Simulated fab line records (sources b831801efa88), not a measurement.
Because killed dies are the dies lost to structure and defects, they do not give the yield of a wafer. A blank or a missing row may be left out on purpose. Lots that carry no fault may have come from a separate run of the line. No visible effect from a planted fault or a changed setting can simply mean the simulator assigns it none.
Matching of chambers | flow sky130 | cmp-02 running SKY_VIA2_CMP_24: 4 sister chambers
The step polishes, stops on SiO2, t overpolish 20 s, target thk 0 nm. 8 wafers are shown with their chamber, then 7 later ones without.

## WAFERS, EACH WITH ITS CHAMBER
wafer  | chamber | motor_current_A (A) | time_to_endpoint_s (s)
L693.2 | 0       | 11.6                | 95
L696.1 | 2       | 10.7                | 102
L696.2 | 1       | 12.9                | 97
L697.2 | 1       | 12.9                | 96
L697.5 | 2       | 10.2                | 101
L697.6 | 3       | 10.2                | 100
L701.1 | 0       | 10.9                | 102
L701.4 | 3       | 9.9                 | 101

## WAFERS WITH NO CHAMBER GIVEN
wafer  | motor_current_A (A) | time_to_endpoint_s (s)
L701.6 | 10.4                | 104
L702.4 | 9.8                 | 102
L702.5 | 10.4                | 107
L702.6 | 13.0                | 96
L715.1 | 9.6                 | 104
L715.4 | 13.0                | 98
L715.5 | 11.2                | 104

## WHICH CHAMBER EACH WENT THROUGH
wafer  | from the rows above          | in truth
L701.6 | can't be placed: 2 or 3      | 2
L702.4 | can't be placed: 3 or 2      | 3
L702.5 | can't be placed: 2 or 3      | 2
L702.6 | 1                            | 1
L715.1 | can't be placed: 3 or 2      | 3
L715.4 | 1                            | 1
L715.5 | can't be placed: 0 or 2 or 3 | 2
Correct placement for 2 of the 7. Unplaceable from these rows: 5, with the true chamber sitting among the candidates in 5. Placed wrongly: 0.
How it was worked out, from the rows above alone: a wafer's distance from a chamber is the root of the sum, over the readings, of the square of ((its reading less the chamber's mean) divided by the reading's scatter). The wafer belongs to the nearest chamber; if the next one is less than 2 further off, it can't be placed. The mean given for a chamber averages the wafers shown for that chamber. The scatter: the root of (the sum of the squares of (reading less its chamber's mean) over the shown wafers, divided by (wafers less chambers)).
